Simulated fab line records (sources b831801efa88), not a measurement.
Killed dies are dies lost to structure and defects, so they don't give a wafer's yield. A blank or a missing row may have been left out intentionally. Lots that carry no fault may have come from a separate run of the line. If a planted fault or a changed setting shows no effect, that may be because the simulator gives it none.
2 desks looking at one fault -- flow sky130 -- each desk holds nothing but its own numbers, with what lay behind them at the end

== THE TOOL OWNER'S DESK: pvdSputter-01 ==
The tool's own readings at SKY_LI_CONTACT_SPUTTER_19 (material Ti, target thk 20 nm, time 106.37 s): means of the sampled wafers that have a number, for each lot that ran on this tool. The brackets show how far a lot's mean lies from the usual mean; more than 4 standard deviations puts the lot out of limits, marked OUT.
Columns: A = chamberPressurePa at SKY_LI_CONTACT_SPUTTER_19, usual 5.001 Pa; B = throttleValvePct at SKY_LI_CONTACT_SPUTTER_19, usual 29.8 %
lot,first seen here,A,B
L335,day 31 13:29,5.244 (+30) OUT,28.3
L337,day 32 07:10,5.243 (+30) OUT,28.7
L348,day 35 13:07,5.001,29.3
This desk finds L335, L337 out of limits, L335 being first, at day 31 13:29 (chamberPressurePa at SKY_LI_CONTACT_SPUTTER_19). Within limits: L348.

== METROLOGY DESK ==
Means of the sampled wafers that have a number, per lot and without regard to the tool the lot ran on: this is what the gauges read. The brackets show how far a lot's mean lies from the usual mean; more than 4 standard deviations puts the lot out of limits, marked OUT.
Columns: A = cdNm at SKY_LI_CONTACT_CD_MEAS_12, usual 170.4 nm; B = LI_CONTACT_OVL at SKY_LI_CONTACT_OVL_MEAS_13, usual -1 nm
lot,first seen here,A,B
L329,day 29 13:56,170.9,-7
L335,day 31 12:55,170.5,-2
L337,day 32 06:27,169.8,1
L347,day 35 05:31,170.2,-1
L348,day 35 12:32,168.4,-5
L349,day 35 22:37,168.5,2
Result from this desk: across the 6 lots, nothing is out of limits.

== TAKEN TOGETHER ==
On L335, L337, at day 31 13:29, an alarm was possible from the tool owner's desk.
Metrology desk: nothing out of limits seen.
The metrology desk has L335, L337 on record, within its limits.
SKY_LI_CONTACT_SPUTTER_19 was run on pvdSputter-01 by each of the lots named.

== WHAT THE SIMULATOR PUT IN ==
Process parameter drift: pvdSputter-01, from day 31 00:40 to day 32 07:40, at SKY_LI_CONTACT_SPUTTER_19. Setting chamberPressurePa shifted by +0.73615 from 5. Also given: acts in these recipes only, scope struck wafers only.
Lots struck among those shown: L335, L337.
Each desk's first reading out of limits, in hours after the fault started: the tool owner's desk, 13.
